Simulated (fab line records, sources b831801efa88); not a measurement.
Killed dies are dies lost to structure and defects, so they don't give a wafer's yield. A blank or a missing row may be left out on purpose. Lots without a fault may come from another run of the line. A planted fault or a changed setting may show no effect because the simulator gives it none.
A struck lot beside a sound one | flow gf180mcu | 14 steps out of a route of 602
Sound: wafers L674.2, L674.5, L674.6. Struck: wafers L667.4, L667.5, L667.6. The cause comes at the end.
At each step with rows: each side's tool, then ch and its chambers, then its first start. Under that, the readings that differ: sound wafers | struck wafers | difference of the means | sigmas: that difference in standard deviations of wafers without a fault.
alike: readings whose means differ by less than 2 such deviations, and words and numbers that are the same on both sides. not compared: withheld readings, readings that some wafer has no value for, bounds like >300 that may hide the same value, and numbers for which the record gives no deviation and whose values overlap.
The two part at a step that has a row with sigmas, a row that says differs or no value, or rows on one side only. Numbers that don't overlap but have no deviation are shown without sigmas and don't part them. A reading that every wafer of one side lacks parts them only if that side has two wafers or more.

first, 8 steps without rows for these wafers: GF_V2_DEHYDRATE_06 (time 60 s); GF_V2_HMDS_07 (prime time 60 s); GF_V2_COAT_08; GF_V2_COAT_09 (resist thk 1000 nm); GF_V2_SOFTBAKE_10 (time 60 s); GF_V2_EXPOSE_11 (exposes mask Via2, target cd 260 nm); GF_V2_PEB_12 (peb time 90 s); GF_V2_DEVELOP_13 (develop time 60 s).
GF_V2_CD_MEAS_14: target cd 260 nm.
  sound on cd_sem-02, day 25 21:11; struck on cd_sem-02, day 23 19:23
  alike: cd_nm
GF_V2_OVL_MEAS_15:
  sound on overlay-01, day 25 21:18; struck on overlay-01, day 23 19:28
  alike: V2_OVL
GF_V2_ETCH_16: etches BARC in N2/H2.
  sound on rie_diel-03 ch 1,2,3, day 25 21:20; struck on rie_diel-03 ch 2,3, day 23 19:29
  alike: drypump_motor_current_A, h2_flow_sccm, oes_product_au, throttle_valve_pct
GF_V2_ETCH_17: etches SiO2 in C4F8/O2/Ar, stops on TiN, target depth 630 nm.
  sound on rie_diel-03 ch 1,2,3; struck on rie_diel-03 ch 2,3
  alike: oes_product_au
GF_V2_STRIP_18: strips in O2/N2.
  sound on plasma_asher-04 ch 0,1, day 25 21:28; struck on plasma_asher-03 ch 0,1, day 23 19:38
  no value came back on the struck wafers for chamber_pressure_mTorr (mTorr), drypump_motor_current_A (A), heater_power_w (W), oes_product_au (a.u.); on the sound wafers chamber_pressure_mTorr (mTorr) reads 1499.5 1500.5 1501.3
  not compared: rf_hours_counter_h
then, 1 step without rows for these wafers: GF_V2_STRIP_19 (strips in post etch residue remover, time 1200 s).

WHERE THEY PART
Only at GF_V2_STRIP_18, within this record.

WHY: what the simulator had put in
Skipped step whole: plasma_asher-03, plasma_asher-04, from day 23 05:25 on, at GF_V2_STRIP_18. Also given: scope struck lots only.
